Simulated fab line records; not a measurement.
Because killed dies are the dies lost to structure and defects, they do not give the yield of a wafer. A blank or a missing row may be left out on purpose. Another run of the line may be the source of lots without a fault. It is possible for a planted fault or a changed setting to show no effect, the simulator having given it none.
Which tool is to blame? :: flow sky130 :: 18 wafers from 6 lots sampled at 3 of the route's 708 steps

== WHAT EACH GAUGE READ, for each wafer ==
SKY_METAL4_CD_MEAS_13 targets a cd of 300 nm.
lot: L954
measured: day 41 19:53
on: cd-sem-01
cd-nm (nm): 300.4 300.6 299.3

lot: L956
measured: day 42 14:23
on: cd-sem-01
cd-nm (nm): 299.2 299.4 299.3

lot: L958
measured: day 43 11:02
on: cd-sem-02
cd-nm (nm): 299.1 299.8 297.5

lot: L961
measured: day 44 15:16
on: cd-sem-01
cd-nm (nm): 301.1 300.1 300.8

lot: L966
measured: day 45 06:44
on: cd-sem-01
cd-nm (nm): 300.9 299.7 299.1

lot: L970
measured: day 46 07:14
on: cd-sem-02
cd-nm (nm): 301.9 302.8 300.2

== WHAT TOOL EACH LOT RAN ON (gives the tool, then ch and the chambers of the sampled wafers, and finally the start) ==
lot: L954
SKY_POLY_GATE_CVD_03: lpcvd-02 ch 1, day 15 09:44
SKY_CAP2M_STRIP_14: plasma-asher-03 ch 0,1, day 40 18:58

lot: L956
SKY_POLY_GATE_CVD_03: lpcvd-02 ch 0, day 16 02:48
SKY_CAP2M_STRIP_14: plasma-asher-02 ch 0,1, day 41 14:35

lot: L958
SKY_POLY_GATE_CVD_03: lpcvd-02 ch 1, day 17 02:38
SKY_CAP2M_STRIP_14: plasma-asher-02 ch 0,1, day 42 11:54

lot: L961
SKY_POLY_GATE_CVD_03: lpcvd-02 ch 1, day 18 16:41
SKY_CAP2M_STRIP_14: plasma-asher-02 ch 0, day 43 16:27

lot: L966
SKY_POLY_GATE_CVD_03: lpcvd-02 ch 0, day 19 19:55
SKY_CAP2M_STRIP_14: plasma-asher-02 ch 0,1, day 44 07:45

lot: L970
SKY_POLY_GATE_CVD_03: lpcvd-02 ch 1, day 21 06:17
SKY_CAP2M_STRIP_14: plasma-asher-03 ch 0,1, day 45 10:03
- SKY_POLY_GATE_CVD_03: deposits Si3N4 from DCS/NH3, target thk 75 nm, time 1290 s.
- SKY_CAP2M_STRIP_14: strips in O2/N2.

== THE ANSWER, worked out from the rows above alone ==
Rule: the usual values come from the lots themselves. Put in order of their means at a reading, lots are off if they are a third of the lots or fewer, leave a main group of 4 or more, and stand apart from it by a gap of 3 or more times the standard deviation of the main group's means; of several such gaps the widest counts. A main group whose means are all the same, to the digits that the tables above print for the reading, isn't used. Also off: a lot with no number at a reading for which 4 or more lots have one. Where the step has rows for the other lots, those lots are counted as sound.
Across all readings shown, no lot is off: no conclusion can be drawn from this.

== WHAT WAS PUT IN BY THE SIMULATOR ==
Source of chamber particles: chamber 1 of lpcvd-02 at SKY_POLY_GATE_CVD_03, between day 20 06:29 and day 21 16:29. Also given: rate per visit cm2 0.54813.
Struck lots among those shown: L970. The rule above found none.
